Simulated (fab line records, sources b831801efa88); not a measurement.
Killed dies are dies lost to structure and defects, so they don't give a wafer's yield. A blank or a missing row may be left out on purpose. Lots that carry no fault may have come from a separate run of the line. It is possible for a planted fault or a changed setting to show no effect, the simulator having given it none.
Which tool was responsible? + flow gf180mcu + route of 602 steps, sampled at 1 step: 14 lots, 42 wafers

WHAT EACH GAUGE READ, for each wafer
GF_M5_OVL_MEAS_08.
| lot  | measured     | on         | M5_OVL (nm) |
|------|--------------|------------|-------------|
| L595 | day 26 03:01 | overlay-01 | -1 -2 -5    |
| L597 | day 26 22:58 | overlay-01 | -13 -10 -9  |
| L598 | day 27 05:10 | overlay-01 | -13 -10 -10 |
| L599 | day 27 11:58 | overlay-01 | -4 -4 -3    |
| L600 | day 27 23:55 | overlay-01 | -11 -8 -3   |
| L601 | day 28 02:48 | overlay-02 | 3 0 5       |
| L603 | day 28 20:48 | overlay-01 | -17 -14 -13 |
| L604 | day 29 08:46 | overlay-01 | -4 5 1      |
| L605 | day 29 12:06 | overlay-02 | -2 -7 -2    |
| L612 | day 31 06:51 | overlay-02 | -14 -16 -11 |
| L613 | day 31 16:58 | overlay-01 | -4 -6 -12   |
| L615 | day 32 01:58 | overlay-02 | 1 -2 0      |
| L616 | day 32 09:31 | overlay-02 | 2 -7 -6     |
| L617 | day 32 14:40 | overlay-01 | -1 -8 -3    |

WHICH TOOL RAN EACH LOT (tool, then ch and the chambers of the sampled wafers, then the start)
There is no process step in the record ahead of these readings.

AS READ BY THE TOOLS THEMSELVES (means over the sampled wafers that have a number; for cases with no such wafer, the mark the record gives instead)
The record holds no such reading with a usual standard deviation.

THE ANSWER, worked out from the rows above alone
Rule: usual is defined by the lots themselves. The widest of any qualifying gaps counts: lots, ordered by their means at a reading, are off when they make up no more than a third of the lots, leave a main group of 4 or more, and stand apart from it by 3 or more times the standard deviation of that group's means. A main group whose means are all the same, to the digits that the tables above print for the reading, isn't used. Also off: a lot with no number at a reading for which 4 or more lots have one. Where the step has rows for the other lots, those lots are counted as sound. The gauges are gone through in route order, then the tools' own readings, and for those a lot's mean is taken as printed above. The first step at which some lot is off is used, and at that step the reading that is off furthest; a lot without a number counts as furthest.
No lot is off at any reading shown: from this, nothing can be told.

WHAT THE SIMULATOR HAD PUT IN
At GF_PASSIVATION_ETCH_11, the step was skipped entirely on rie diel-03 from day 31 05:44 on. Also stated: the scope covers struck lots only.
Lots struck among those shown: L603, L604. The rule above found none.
